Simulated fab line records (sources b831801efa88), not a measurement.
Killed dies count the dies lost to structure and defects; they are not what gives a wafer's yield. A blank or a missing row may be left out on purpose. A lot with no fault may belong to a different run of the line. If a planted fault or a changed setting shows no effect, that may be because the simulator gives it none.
fab line records / flow sky130
record lots=5 wafers=15 last_day=50
route steps=708 shown VT_ADJUST_HVTR@135 VT_ADJUST_PCH@143 SONOS_TUNNEL@154
lots that met no fault: from a run of the same line without faults
start_h: hours from the record's first day to the start of the lot's first wafer shown / wait_h: time in hours since the lot's previous step / " identical to the entry in the row above / L1.1+2: a row that stands for several wafers / - either no value or no given start / * or withheld: withheld / < > ~ a bound
route shown NAME@n: a module of which the file shows steps, and the number in the route of the first / usual: the fault-free wafers' mean and standard deviation / same: alike in all rows / chamber/n: place in a boat / sites: the reading at each site / _std_site: their standard deviation / _edge_site: inner sites' mean taken away from outer sites' mean / radius_mm: how far each site lies from the wafer's centre / mask NAME#n: copy n / behind: the most recent tool/chamber to have shaped the wafer / hold: why the lot was held/for how many hours/how that ended / device: transistor that didn't switch, given as n, p or np / end of line: the same wafers' tests at the end of the route / a step with no rows: only its recipe / killed: dies lost to structure and defects at the first sort, not the wafer's yield / map: shows each die of a wafer: x if killed, . if not, _ if none is there
set.NAME: the setting that was run; set.NAME@STEP: the one run at that earlier step / model.NAME: the simulator's own value behind a step, which no gauge read
lots seen at some steps along the route; tables by step, rows by wafer
services: when a tool's chamber went out of use (start_h, in hours from the record's first day, below 0 if earlier), for how many hours, and the reason
## steps
# step SKY_VT_ADJUST_HVTR_EXPOSE_04
# recipe mask_id=HVTRM target_cd_nm=380 na=0.6 source_shape=conventional sigma_outer=0.6 dose_mj=150
# step SKY_VT_ADJUST_HVTR_PEB_05
# recipe temp_c=withheld time_s=* resist=NOVOLAK
# step SKY_VT_ADJUST_HVTR_DEVELOP_06
# recipe develop_time_s=60 dev_temp_c=23
# step SKY_VT_ADJUST_HVTR_CD_MEAS_07
# recipe target_cd_nm=380
# usual cd_nm=379.6/2.7
lot.wafer=L361.1 tool=cd_sem-01 chamber=- start_h=280.81 wait_h=0.2 cd_nm=385.2
lot.wafer=L361.2 tool=cd_sem-01 chamber=- start_h=280.81 wait_h=0.2 cd_nm=383.7
lot.wafer=L361.5 tool=cd_sem-01 chamber=- start_h=280.81 wait_h=0.2 cd_nm=385.6
lot.wafer=L367.1 tool=cd_sem-02 chamber=- start_h=323.66 wait_h=0.1 cd_nm=379.3
lot.wafer=L367.3 tool=cd_sem-02 chamber=- start_h=323.66 wait_h=0.1 cd_nm=379.8
lot.wafer=L367.6 tool=cd_sem-02 chamber=- start_h=323.66 wait_h=0.1 cd_nm=381.3
lot.wafer=L366.1 tool=cd_sem-02 chamber=- start_h=326.32 wait_h=0.1 cd_nm=378.7
lot.wafer=L366.2 tool=cd_sem-02 chamber=- start_h=326.32 wait_h=0.1 cd_nm=379.4
lot.wafer=L366.4 tool=cd_sem-02 chamber=- start_h=326.32 wait_h=0.1 cd_nm=381.7
lot.wafer=L369.2 tool=cd_sem-01 chamber=- start_h=346.03 wait_h=0.1 cd_nm=381.1
lot.wafer=L369.3 tool=cd_sem-01 chamber=- start_h=346.03 wait_h=0.1 cd_nm=380.6
lot.wafer=L369.4 tool=cd_sem-01 chamber=- start_h=346.03 wait_h=0.1 cd_nm=382.1
lot.wafer=L371.2 tool=cd_sem-01 chamber=- start_h=384.48 wait_h=0.1 cd_nm=380.2
lot.wafer=L371.4 tool=cd_sem-01 chamber=- start_h=384.48 wait_h=0.1 cd_nm=378.7
lot.wafer=L371.5 tool=cd_sem-01 chamber=- start_h=384.48 wait_h=0.1 cd_nm=379.2
# step SKY_VT_ADJUST_HVTR_OVL_MEAS_08
# usual VT_ADJUST_HVTR_OVL=-1.1/1.5
lot.wafer=L361.1 tool=overlay-01 chamber=- start_h=280.93 wait_h=0.1 VT_ADJUST_HVTR_OVL[nm]=-1.6
lot.wafer=L361.2 tool=overlay-01 chamber=- start_h=280.93 wait_h=0.1 VT_ADJUST_HVTR_OVL[nm]=-1.0
lot.wafer=L361.5 tool=overlay-01 chamber=- start_h=280.93 wait_h=0.1 VT_ADJUST_HVTR_OVL[nm]=-2.8
lot.wafer=L367.1 tool=overlay-01 chamber=- start_h=323.78 wait_h=0.1 VT_ADJUST_HVTR_OVL[nm]=-0.8
lot.wafer=L367.3 tool=overlay-01 chamber=- start_h=323.78 wait_h=0.1 VT_ADJUST_HVTR_OVL[nm]=0.0
lot.wafer=L367.6 tool=overlay-01 chamber=- start_h=323.78 wait_h=0.1 VT_ADJUST_HVTR_OVL[nm]=-1.4
lot.wafer=L366.1 tool=overlay-01 chamber=- start_h=326.44 wait_h=0.1 VT_ADJUST_HVTR_OVL[nm]=-1.6
lot.wafer=L366.2 tool=overlay-01 chamber=- start_h=326.44 wait_h=0.1 VT_ADJUST_HVTR_OVL[nm]=-3.1
lot.wafer=L366.4 tool=overlay-01 chamber=- start_h=326.44 wait_h=0.1 VT_ADJUST_HVTR_OVL[nm]=-1.0
lot.wafer=L369.2 tool=overlay-01 chamber=- start_h=346.14 wait_h=0.1 VT_ADJUST_HVTR_OVL[nm]=-3.2
lot.wafer=L369.3 tool=overlay-01 chamber=- start_h=346.14 wait_h=0.1 VT_ADJUST_HVTR_OVL[nm]=-4.8
lot.wafer=L369.4 tool=overlay-01 chamber=- start_h=346.14 wait_h=0.1 VT_ADJUST_HVTR_OVL[nm]=-2.3
lot.wafer=L371.2 tool=overlay-02 chamber=- start_h=384.59 wait_h=0.1 VT_ADJUST_HVTR_OVL[nm]=-1.3
lot.wafer=L371.4 tool=overlay-02 chamber=- start_h=384.59 wait_h=0.1 VT_ADJUST_HVTR_OVL[nm]=-2.5
lot.wafer=L371.5 tool=overlay-02 chamber=- start_h=384.59 wait_h=0.1 VT_ADJUST_HVTR_OVL[nm]=-2.6
# step SKY_VT_ADJUST_HVTR_IMPLANT_09
# recipe species=B energy_kev=10 dose_cm2=2.1e+12 tilt_deg=withheld
# step SKY_VT_ADJUST_HVTR_STRIP_10
# recipe chemistry=O2/N2 power_w=1400 pressure_mtorr=1500 platen_temp_c=withheld o2_flow_sccm=3000 n2_flow_sccm=300 overash_fraction=0.5
# usual drypump_motor_current_A=5.7/0.38 oes_product_au=0.716/0.0045 strip_time_to_endpoint_s=14.19/0.038
lot.wafer=L361.1 tool=plasma_asher-01 chamber=0 start_h=281.11 wait_h=0.1 drypump_motor_current_A=5.1 oes_product_au=0.718 rf_hours_counter_h=37 strip_time_to_endpoint_s=14.20
lot.wafer=L361.2 tool=plasma_asher-01 chamber=1 start_h=281.11 wait_h=0.1 drypump_motor_current_A=5.2 oes_product_au=0.720 rf_hours_counter_h=37 strip_time_to_endpoint_s=14.19
lot.wafer=L361.5 tool=plasma_asher-01 chamber=1 start_h=281.11 wait_h=0.1 drypump_motor_current_A=5.2 oes_product_au=0.720 rf_hours_counter_h=- strip_time_to_endpoint_s=14.17
lot.wafer=L367.1 tool=plasma_asher-04 chamber=0 start_h=323.97 wait_h=0.1 drypump_motor_current_A=5.6 oes_product_au=0.718 rf_hours_counter_h=69 strip_time_to_endpoint_s=14.20
lot.wafer=L367.3 tool=plasma_asher-04 chamber=0 start_h=323.97 wait_h=0.1 drypump_motor_current_A=5.6 oes_product_au=0.725 rf_hours_counter_h=- strip_time_to_endpoint_s=14.25
lot.wafer=L367.6 tool=plasma_asher-04 chamber=1 start_h=323.97 wait_h=0.1 drypump_motor_current_A=5.9 oes_product_au=0.714 rf_hours_counter_h=- strip_time_to_endpoint_s=14.20
lot.wafer=L366.1 tool=plasma_asher-02 chamber=0 start_h=326.63 wait_h=0.1 drypump_motor_current_A=5.9 oes_product_au=0.722 rf_hours_counter_h=69 strip_time_to_endpoint_s=14.21
lot.wafer=L366.2 tool=plasma_asher-02 chamber=1 start_h=326.63 wait_h=0.1 drypump_motor_current_A=6.1 oes_product_au=0.711 rf_hours_counter_h=69 strip_time_to_endpoint_s=14.19
lot.wafer=L366.4 tool=plasma_asher-02 chamber=0 start_h=326.63 wait_h=0.1 drypump_motor_current_A=5.8 oes_product_au=0.719 rf_hours_counter_h=- strip_time_to_endpoint_s=14.20
lot.wafer=L369.2 tool=plasma_asher-02 chamber=0 start_h=346.32 wait_h=0.1 drypump_motor_current_A=5.8 oes_product_au=0.714 rf_hours_counter_h=71 strip_time_to_endpoint_s=14.20
lot.wafer=L369.3 tool=plasma_asher-02 chamber=1 start_h=346.32 wait_h=0.1 drypump_motor_current_A=6.2 oes_product_au=0.722 rf_hours_counter_h=- strip_time_to_endpoint_s=14.21
lot.wafer=L369.4 tool=plasma_asher-02 chamber=0 start_h=346.32 wait_h=0.1 drypump_motor_current_A=5.8 oes_product_au=0.722 rf_hours_counter_h=- strip_time_to_endpoint_s=14.18
lot.wafer=L371.2 tool=plasma_asher-04 chamber=0 start_h=384.77 wait_h=0.1 drypump_motor_current_A=5.6 oes_product_au=0.718 rf_hours_counter_h=75 strip_time_to_endpoint_s=14.20
lot.wafer=L371.4 tool=plasma_asher-04 chamber=1 start_h=384.77 wait_h=0.1 drypump_motor_current_A=6.0 oes_product_au=0.715 rf_hours_counter_h=- strip_time_to_endpoint_s=14.18
lot.wafer=L371.5 tool=plasma_asher-04 chamber=1 start_h=384.77 wait_h=0.1 drypump_motor_current_A=5.9 oes_product_au=0.714 rf_hours_counter_h=- strip_time_to_endpoint_s=14.24
# step SKY_VT_ADJUST_HVTR_TW_MEAS_11
# usual VT_ADJUST_HVTR_TW=210.7/1.4
lot.wafer=L361.1 tool=film_metro-02 chamber=- start_h=281.21 wait_h=0.1 VT_ADJUST_HVTR_TW=211.4
lot.wafer=L361.2 tool=film_metro-02 chamber=- start_h=281.21 wait_h=0.1 VT_ADJUST_HVTR_TW=210.8
lot.wafer=L361.5 tool=film_metro-02 chamber=- start_h=281.21 wait_h=0.1 VT_ADJUST_HVTR_TW=211.3
lot.wafer=L367.1 tool=film_metro-01 chamber=- start_h=324.07 wait_h=0.1 VT_ADJUST_HVTR_TW=208.0
lot.wafer=L367.3 tool=film_metro-01 chamber=- start_h=324.07 wait_h=0.1 VT_ADJUST_HVTR_TW=207.5
lot.wafer=L367.6 tool=film_metro-01 chamber=- start_h=324.07 wait_h=0.1 VT_ADJUST_HVTR_TW=208.5
lot.wafer=L366.1 tool=film_metro-02 chamber=- start_h=326.73 wait_h=0.1 VT_ADJUST_HVTR_TW=212.7
lot.wafer=L366.2 tool=film_metro-02 chamber=- start_h=326.73 wait_h=0.1 VT_ADJUST_HVTR_TW=212.8
lot.wafer=L366.4 tool=film_metro-02 chamber=- start_h=326.73 wait_h=0.1 VT_ADJUST_HVTR_TW=214.0
lot.wafer=L369.2 tool=film_metro-03 chamber=- start_h=346.43 wait_h=0.1 VT_ADJUST_HVTR_TW=210.3
lot.wafer=L369.3 tool=film_metro-03 chamber=- start_h=346.43 wait_h=0.1 VT_ADJUST_HVTR_TW=209.9
lot.wafer=L369.4 tool=film_metro-03 chamber=- start_h=346.43 wait_h=0.1 VT_ADJUST_HVTR_TW=210.1
lot.wafer=L371.2 tool=film_metro-03 chamber=- start_h=384.88 wait_h=0.1 VT_ADJUST_HVTR_TW=211.4
lot.wafer=L371.4 tool=film_metro-03 chamber=- start_h=384.88 wait_h=0.1 VT_ADJUST_HVTR_TW=210.9
lot.wafer=L371.5 tool=film_metro-03 chamber=- start_h=384.88 wait_h=0.1 VT_ADJUST_HVTR_TW=210.2
# step SKY_VT_ADJUST_PCH_DEHYDRATE_00
# recipe temp_c=200 time_s=60
# step SKY_VT_ADJUST_PCH_HMDS_01
# recipe prime_time_s=60 prime_temp_c=120
# step SKY_VT_ADJUST_PCH_COAT_02
# recipe spin_rpm=2000 resist_thk_nm=3000
# step SKY_VT_ADJUST_PCH_SOFTBAKE_03
# recipe temp_c=110 time_s=withheld
# step SKY_VT_ADJUST_PCH_EXPOSE_04
# recipe mask_id=NWM na=0.6 source_shape=conventional sigma_outer=0.6 polarization=unpolarized target_cd_nm=840 dose_mj=255
lot.wafer=L361.1+2+5 tool=iline_stepper-02 chamber=0 start_h=293.51 wait_h=- mask=NWM#0
lot.wafer=L367.1+3+6 tool=iline_stepper-01 chamber=0 start_h=336.68 wait_h=- mask=TUNM#0
lot.wafer=L366.1+2+4 tool=iline_stepper-01 chamber=0 start_h=339.54 wait_h=- mask=NWM#0
lot.wafer=L369.2+3+4 tool=iline_stepper-01 chamber=0 start_h=359.77 wait_h=- mask=NWM#0
lot.wafer=L371.2+4+5 tool=iline_stepper-02 chamber=0 start_h=399.33 wait_h=- mask=NWM#0
# step SKY_VT_ADJUST_PCH_PEB_05
# recipe temp_c=115 time_s=withheld
# step SKY_VT_ADJUST_PCH_DEVELOP_06
# recipe wall_angle_deg=90 developer=TMAH develop_time_s=60 dev_temp_c=23
# step SKY_VT_ADJUST_PCH_OVL_MEAS_07
# usual VT_ADJUST_PCH_OVL=-0.2/1.4
lot.wafer=L361.1 tool=overlay-01 chamber=- start_h=304.91 wait_h=- VT_ADJUST_PCH_OVL[nm]=-2.5
lot.wafer=L361.2 tool=overlay-01 chamber=- start_h=304.91 wait_h=- VT_ADJUST_PCH_OVL[nm]=-2.3
lot.wafer=L361.5 tool=overlay-01 chamber=- start_h=304.91 wait_h=- VT_ADJUST_PCH_OVL[nm]=-2.5
lot.wafer=L367.1 tool=overlay-01 chamber=- start_h=349.96 wait_h=- VT_ADJUST_PCH_OVL[nm]=-
lot.wafer=L367.3 tool=overlay-01 chamber=- start_h=349.96 wait_h=- VT_ADJUST_PCH_OVL[nm]=-
lot.wafer=L367.6 tool=overlay-01 chamber=- start_h=349.96 wait_h=- VT_ADJUST_PCH_OVL[nm]=-
lot.wafer=L366.1 tool=overlay-01 chamber=- start_h=353.44 wait_h=- VT_ADJUST_PCH_OVL[nm]=-0.4
lot.wafer=L366.2 tool=overlay-01 chamber=- start_h=353.44 wait_h=- VT_ADJUST_PCH_OVL[nm]=-0.9
lot.wafer=L366.4 tool=overlay-01 chamber=- start_h=353.44 wait_h=- VT_ADJUST_PCH_OVL[nm]=0.7
lot.wafer=L369.2 tool=overlay-02 chamber=- start_h=373.92 wait_h=- VT_ADJUST_PCH_OVL[nm]=-0.6
lot.wafer=L369.3 tool=overlay-02 chamber=- start_h=373.92 wait_h=- VT_ADJUST_PCH_OVL[nm]=-1.0
lot.wafer=L369.4 tool=overlay-02 chamber=- start_h=373.92 wait_h=- VT_ADJUST_PCH_OVL[nm]=1.1
lot.wafer=L371.2 tool=overlay-01 chamber=- start_h=414.34 wait_h=- VT_ADJUST_PCH_OVL[nm]=0.4
lot.wafer=L371.4 tool=overlay-01 chamber=- start_h=414.34 wait_h=- VT_ADJUST_PCH_OVL[nm]=-2.2
lot.wafer=L371.5 tool=overlay-01 chamber=- start_h=414.34 wait_h=- VT_ADJUST_PCH_OVL[nm]=-0.3
# step SKY_VT_ADJUST_PCH_IMPLANT_08
# recipe species=B energy_kev=10 dose_cm2=5e+11 tilt_deg=withheld
# step SKY_VT_ADJUST_PCH_STRIP_09
# recipe chemistry=O2/N2 power_w=1400 pressure_mtorr=1500 platen_temp_c=withheld o2_flow_sccm=3000 n2_flow_sccm=300 overash_fraction=0.5
# usual drypump_motor_current_A=5.6/0.41 oes_product_au=0.722/0.0047 strip_time_to_endpoint_s=36.90/0.09
lot.wafer=L361.1 tool=plasma_asher-04 chamber=1 start_h=305.10 wait_h=0.1 drypump_motor_current_A=5.9 oes_product_au=0.717 rf_hours_counter_h=67 strip_time_to_endpoint_s=36.96
lot.wafer=L361.2 tool=plasma_asher-04 chamber=0 start_h=305.10 wait_h=0.1 drypump_motor_current_A=5.6 oes_product_au=0.718 rf_hours_counter_h=67 strip_time_to_endpoint_s=36.87
lot.wafer=L361.5 tool=plasma_asher-04 chamber=0 start_h=305.10 wait_h=0.1 drypump_motor_current_A=5.6 oes_product_au=0.725 rf_hours_counter_h=- strip_time_to_endpoint_s=36.83
lot.wafer=L367.1 tool=plasma_asher-03 chamber=0 start_h=350.15 wait_h=0.1 drypump_motor_current_A=5.4 oes_product_au=0.727 rf_hours_counter_h=21 strip_time_to_endpoint_s=36.89
lot.wafer=L367.3 tool=plasma_asher-03 chamber=0 start_h=350.15 wait_h=0.1 drypump_motor_current_A=5.4 oes_product_au=0.721 rf_hours_counter_h=- strip_time_to_endpoint_s=36.93
lot.wafer=L367.6 tool=plasma_asher-03 chamber=0 start_h=350.15 wait_h=0.1 drypump_motor_current_A=5.4 oes_product_au=0.720 rf_hours_counter_h=- strip_time_to_endpoint_s=37.04
lot.wafer=L366.1 tool=plasma_asher-03 chamber=1 start_h=353.62 wait_h=0.1 drypump_motor_current_A=6.4 oes_product_au=0.723 rf_hours_counter_h=21 strip_time_to_endpoint_s=36.83
lot.wafer=L366.2 tool=plasma_asher-03 chamber=0 start_h=353.62 wait_h=0.1 drypump_motor_current_A=5.4 oes_product_au=0.717 rf_hours_counter_h=21 strip_time_to_endpoint_s=36.98
lot.wafer=L366.4 tool=plasma_asher-03 chamber=1 start_h=353.62 wait_h=0.1 drypump_motor_current_A=6.4 oes_product_au=0.723 rf_hours_counter_h=- strip_time_to_endpoint_s=36.84
lot.wafer=L369.2 tool=plasma_asher-03 chamber=1 start_h=374.10 wait_h=0.1 drypump_motor_current_A=6.4 oes_product_au=0.728 rf_hours_counter_h=23 strip_time_to_endpoint_s=36.77
lot.wafer=L369.3 tool=plasma_asher-03 chamber=0 start_h=374.10 wait_h=0.1 drypump_motor_current_A=5.4 oes_product_au=0.718 rf_hours_counter_h=- strip_time_to_endpoint_s=36.93
lot.wafer=L369.4 tool=plasma_asher-03 chamber=1 start_h=374.10 wait_h=0.1 drypump_motor_current_A=6.4 oes_product_au=0.723 rf_hours_counter_h=- strip_time_to_endpoint_s=36.88
lot.wafer=L371.2 tool=plasma_asher-04 chamber=0 start_h=414.52 wait_h=0.1 drypump_motor_current_A=5.6 oes_product_au=0.723 rf_hours_counter_h=78 strip_time_to_endpoint_s=36.83
lot.wafer=L371.4 tool=plasma_asher-04 chamber=0 start_h=414.52 wait_h=0.1 drypump_motor_current_A=5.6 oes_product_au=0.727 rf_hours_counter_h=- strip_time_to_endpoint_s=36.72
lot.wafer=L371.5 tool=plasma_asher-04 chamber=1 start_h=414.52 wait_h=0.1 drypump_motor_current_A=5.9 oes_product_au=0.724 rf_hours_counter_h=- strip_time_to_endpoint_s=36.69
# step SKY_VT_ADJUST_PCH_TW_MEAS_10
# usual VT_ADJUST_PCH_TW=142.4/1.2
lot.wafer=L361.1 tool=film_metro-02 chamber=- start_h=305.20 wait_h=0.1 VT_ADJUST_PCH_TW=142.7
lot.wafer=L361.2 tool=film_metro-02 chamber=- start_h=305.20 wait_h=0.1 VT_ADJUST_PCH_TW=142.6
lot.wafer=L361.5 tool=film_metro-02 chamber=- start_h=305.20 wait_h=0.1 VT_ADJUST_PCH_TW=142.8
lot.wafer=L367.1 tool=film_metro-01 chamber=- start_h=350.25 wait_h=0.1 VT_ADJUST_PCH_TW=29.7
lot.wafer=L367.3 tool=film_metro-01 chamber=- start_h=350.25 wait_h=0.1 VT_ADJUST_PCH_TW=29.7
lot.wafer=L367.6 tool=film_metro-01 chamber=- start_h=350.25 wait_h=0.1 VT_ADJUST_PCH_TW=29.7
lot.wafer=L366.1 tool=film_metro-04 chamber=- start_h=353.72 wait_h=0.1 VT_ADJUST_PCH_TW=143.2
lot.wafer=L366.2 tool=film_metro-04 chamber=- start_h=353.72 wait_h=0.1 VT_ADJUST_PCH_TW=143.0
lot.wafer=L366.4 tool=film_metro-04 chamber=- start_h=353.72 wait_h=0.1 VT_ADJUST_PCH_TW=143.1
lot.wafer=L369.2 tool=film_metro-02 chamber=- start_h=374.21 wait_h=0.1 VT_ADJUST_PCH_TW=143.3
lot.wafer=L369.3 tool=film_metro-02 chamber=- start_h=374.21 wait_h=0.1 VT_ADJUST_PCH_TW=142.7
lot.wafer=L369.4 tool=film_metro-02 chamber=- start_h=374.21 wait_h=0.1 VT_ADJUST_PCH_TW=142.6
lot.wafer=L371.2 tool=film_metro-02 chamber=- start_h=414.63 wait_h=0.1 VT_ADJUST_PCH_TW=142.8
lot.wafer=L371.4 tool=film_metro-02 chamber=- start_h=414.63 wait_h=0.1 VT_ADJUST_PCH_TW=143.7
lot.wafer=L371.5 tool=film_metro-02 chamber=- start_h=414.63 wait_h=0.1 VT_ADJUST_PCH_TW=143.8
# step SKY_SONOS_TUNNEL_DEHYDRATE_00
# recipe temp_c=200 time_s=60
# step SKY_SONOS_TUNNEL_HMDS_01
# recipe prime_time_s=60 prime_temp_c=120
# step SKY_SONOS_TUNNEL_COAT_02
# recipe resist=NOVOLAK spin_rpm=3000 resist_thk_nm=1140
# step SKY_SONOS_TUNNEL_SOFTBAKE_03
# recipe temp_c=90 time_s=60 resist=NOVOLAK
# step SKY_SONOS_TUNNEL_EXPOSE_04
# recipe mask_id=TUNM na=0.6 source_shape=conventional sigma_outer=0.6 polarization=unpolarized target_cd_nm=410 dose_mj=136
# step SKY_SONOS_TUNNEL_PEB_05
# recipe temp_c=withheld time_s=* resist=NOVOLAK
# step SKY_SONOS_TUNNEL_DEVELOP_06
# recipe resist=NOVOLAK developer=TMAH develop_time_s=60 dev_temp_c=23
# step SKY_SONOS_TUNNEL_CD_MEAS_07
# recipe target_cd_nm=410
# usual cd_nm=410.0/1.9
lot.wafer=L361.1 tool=cd_sem-02 chamber=- start_h=330.91 wait_h=0.1 cd_nm=409.9
lot.wafer=L361.2 tool=cd_sem-02 chamber=- start_h=330.91 wait_h=0.1 cd_nm=409.0
lot.wafer=L361.5 tool=cd_sem-02 chamber=- start_h=330.91 wait_h=0.1 cd_nm=410.7
lot.wafer=L367.1 tool=cd_sem-02 chamber=- start_h=378.32 wait_h=0.1 cd_nm=407.8
lot.wafer=L367.3 tool=cd_sem-02 chamber=- start_h=378.32 wait_h=0.1 cd_nm=410.6
lot.wafer=L367.6 tool=cd_sem-02 chamber=- start_h=378.32 wait_h=0.1 cd_nm=407.8
lot.wafer=L366.1 tool=cd_sem-01 chamber=- start_h=381.07 wait_h=0.1 cd_nm=410.7
lot.wafer=L366.2 tool=cd_sem-01 chamber=- start_h=381.07 wait_h=0.1 cd_nm=410.8
lot.wafer=L366.4 tool=cd_sem-01 chamber=- start_h=381.07 wait_h=0.1 cd_nm=410.0
lot.wafer=L369.2 tool=cd_sem-02 chamber=- start_h=402.81 wait_h=0.1 cd_nm=410.0
lot.wafer=L369.3 tool=cd_sem-02 chamber=- start_h=402.81 wait_h=0.1 cd_nm=410.5
lot.wafer=L369.4 tool=cd_sem-02 chamber=- start_h=402.81 wait_h=0.1 cd_nm=410.5
lot.wafer=L371.2 tool=cd_sem-01 chamber=- start_h=445.33 wait_h=0.1 cd_nm=408.3
lot.wafer=L371.4 tool=cd_sem-01 chamber=- start_h=445.33 wait_h=0.1 cd_nm=410.5
lot.wafer=L371.5 tool=cd_sem-01 chamber=- start_h=445.33 wait_h=0.1 cd_nm=410.9
# step SKY_SONOS_TUNNEL_OVL_MEAS_08
# usual SONOS_TUNNEL_OVL=-0.2/1.3
lot.wafer=L361.1 tool=overlay-01 chamber=- start_h=331.03 wait_h=0.1 SONOS_TUNNEL_OVL[nm]=-0.7
lot.wafer=L361.2 tool=overlay-01 chamber=- start_h=331.03 wait_h=0.1 SONOS_TUNNEL_OVL[nm]=1.0
lot.wafer=L361.5 tool=overlay-01 chamber=- start_h=331.03 wait_h=0.1 SONOS_TUNNEL_OVL[nm]=-0.6
lot.wafer=L367.1 tool=overlay-02 chamber=- start_h=378.44 wait_h=0.1 SONOS_TUNNEL_OVL[nm]=2.2
lot.wafer=L367.3 tool=overlay-02 chamber=- start_h=378.44 wait_h=0.1 SONOS_TUNNEL_OVL[nm]=0.5
lot.wafer=L367.6 tool=overlay-02 chamber=- start_h=378.44 wait_h=0.1 SONOS_TUNNEL_OVL[nm]=1.4
lot.wafer=L366.1 tool=overlay-02 chamber=- start_h=381.19 wait_h=0.1 SONOS_TUNNEL_OVL[nm]=0.6
lot.wafer=L366.2 tool=overlay-02 chamber=- start_h=381.19 wait_h=0.1 SONOS_TUNNEL_OVL[nm]=0.2
lot.wafer=L366.4 tool=overlay-02 chamber=- start_h=381.19 wait_h=0.1 SONOS_TUNNEL_OVL[nm]=1.1
lot.wafer=L369.2 tool=overlay-01 chamber=- start_h=402.91 wait_h=0.1 SONOS_TUNNEL_OVL[nm]=-1.5
lot.wafer=L369.3 tool=overlay-01 chamber=- start_h=402.91 wait_h=0.1 SONOS_TUNNEL_OVL[nm]=-0.9
lot.wafer=L369.4 tool=overlay-01 chamber=- start_h=402.91 wait_h=0.1 SONOS_TUNNEL_OVL[nm]=-1.8
lot.wafer=L371.2 tool=overlay-02 chamber=- start_h=445.43 wait_h=0.1 SONOS_TUNNEL_OVL[nm]=2.0
lot.wafer=L371.4 tool=overlay-02 chamber=- start_h=445.43 wait_h=0.1 SONOS_TUNNEL_OVL[nm]=1.1
lot.wafer=L371.5 tool=overlay-02 chamber=- start_h=445.43 wait_h=0.1 SONOS_TUNNEL_OVL[nm]=1.3
# step SKY_SONOS_TUNNEL_IMPLANT_09
# recipe species=B energy_kev=20 dose_cm2=1e+12 tilt_deg=withheld
# step SKY_SONOS_TUNNEL_WET_ETCH_10
# recipe chemistry=dHF target_depth_nm=14 target=SiO2 dilution=100:1 temp_c=25 time_s=280
# step SKY_SONOS_TUNNEL_STRIP_11
# recipe chemistry=SPM time_s=600 temp_c=130
# step SKY_SONOS_TUNNEL_TW_MEAS_12
# usual SONOS_TUNNEL_TW=197.5/0.99
lot.wafer=L361.1 tool=film_metro-03 chamber=- start_h=331.49 wait_h=0.0 SONOS_TUNNEL_TW=196.5
lot.wafer=L361.2 tool=film_metro-03 chamber=- start_h=331.49 wait_h=0.0 SONOS_TUNNEL_TW=196.1
lot.wafer=L361.5 tool=film_metro-03 chamber=- start_h=331.49 wait_h=0.0 SONOS_TUNNEL_TW=195.9
lot.wafer=L367.1 tool=film_metro-02 chamber=- start_h=378.89 wait_h=0.0 SONOS_TUNNEL_TW=213.7
lot.wafer=L367.3 tool=film_metro-02 chamber=- start_h=378.89 wait_h=0.0 SONOS_TUNNEL_TW=213.5
lot.wafer=L367.6 tool=film_metro-02 chamber=- start_h=378.89 wait_h=0.0 SONOS_TUNNEL_TW=214.6
lot.wafer=L366.1 tool=film_metro-04 chamber=- start_h=381.65 wait_h=0.0 SONOS_TUNNEL_TW=197.3
lot.wafer=L366.2 tool=film_metro-04 chamber=- start_h=381.65 wait_h=0.0 SONOS_TUNNEL_TW=197.2
lot.wafer=L366.4 tool=film_metro-04 chamber=- start_h=381.65 wait_h=0.0 SONOS_TUNNEL_TW=195.7
lot.wafer=L369.2 tool=film_metro-03 chamber=- start_h=403.38 wait_h=0.0 SONOS_TUNNEL_TW=197.8
lot.wafer=L369.3 tool=film_metro-03 chamber=- start_h=403.38 wait_h=0.0 SONOS_TUNNEL_TW=196.2
lot.wafer=L369.4 tool=film_metro-03 chamber=- start_h=403.38 wait_h=0.0 SONOS_TUNNEL_TW=198.0
lot.wafer=L371.2 tool=film_metro-03 chamber=- start_h=445.89 wait_h=0.0 SONOS_TUNNEL_TW=197.5
lot.wafer=L371.4 tool=film_metro-03 chamber=- start_h=445.89 wait_h=0.0 SONOS_TUNNEL_TW=197.8
lot.wafer=L371.5 tool=film_metro-03 chamber=- start_h=445.89 wait_h=0.0 SONOS_TUNNEL_TW=197.5
# step SKY_SONOS_TUNNEL_CLEAN_13
# recipe chemistry=dHF time_s=20 dilution=100:1 dry=ipa_marangoni
## services
tool=plasma_asher-04 chamber=- start_h=271.88 hours=2.8 kind=repair
tool=plasma_asher-03 chamber=- start_h=278.06 hours=2.0 kind=repair
tool=iline_stepper-02 chamber=- start_h=280.29 hours=1.7 kind=pm
tool=iline_stepper-01 chamber=- start_h=281.96 hours=2.2 kind=repair
tool=iline_stepper-02 chamber=- start_h=286.33 hours=- kind=consumable_replace:lamp
tool=plasma_asher-03 chamber=- start_h=288.80 hours=1.2 kind=repair
tool=plasma_asher-03 chamber=- start_h=299.98 hours=2.8 kind=pm
tool=iline_stepper-01 chamber=- start_h=302.22 hours=1.7 kind=pm
tool=plasma_asher-01 chamber=- start_h=320.77 hours=2.0 kind=repair
tool=plasma_asher-01 chamber=- start_h=346.25 hours=8.3 kind=repair
tool=iline_stepper-02 chamber=- start_h=353.77 hours=14.9 kind=repair
tool=plasma_asher-03 chamber=- start_h=412.14 hours=1.6 kind=repair
## key
first_sign step=SKY_VT_ADJUST_PCH_EXPOSE_04 reading=mask direction=changed
effect step=SKY_VT_ADJUST_PCH_OVL_MEAS_07 reading=VT_ADJUST_PCH_OVL direction=missing
effect step=SKY_VT_ADJUST_PCH_TW_MEAS_10 reading=VT_ADJUST_PCH_TW direction=down sigmas=94 usual=142.4 struck=29.7
effect step=SKY_SONOS_TUNNEL_TW_MEAS_12 reading=SONOS_TUNNEL_TW direction=up sigmas=17 usual=197.5 struck=213.9
met_at SKY_VT_ADJUST_PCH_EXPOSE_04
struck_wafers L367.1,L367.3,L367.6
sort_left_out L367.1,L367.3,L367.6
tester_left_out L367
fault kind=wrong_mask tool=any chamber=- onset_h=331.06 steps=SKY_VT_ADJUST_PCH_EXPOSE_04 aux_copy=TUNM#0 scope=struck_lots_only
# tester_left_out: of these lots the tester's yield and bins aren't shown, on N5 and GAA mostly nor the transistor test; their killed dies are dies lost to structure and defects alone, not to doping, threshold or leakage, so they don't give the yield
# sort_left_out: the simulated sort isn't trusted on such a fault, so these wafers' sort isn't shown, and their yield isn't known
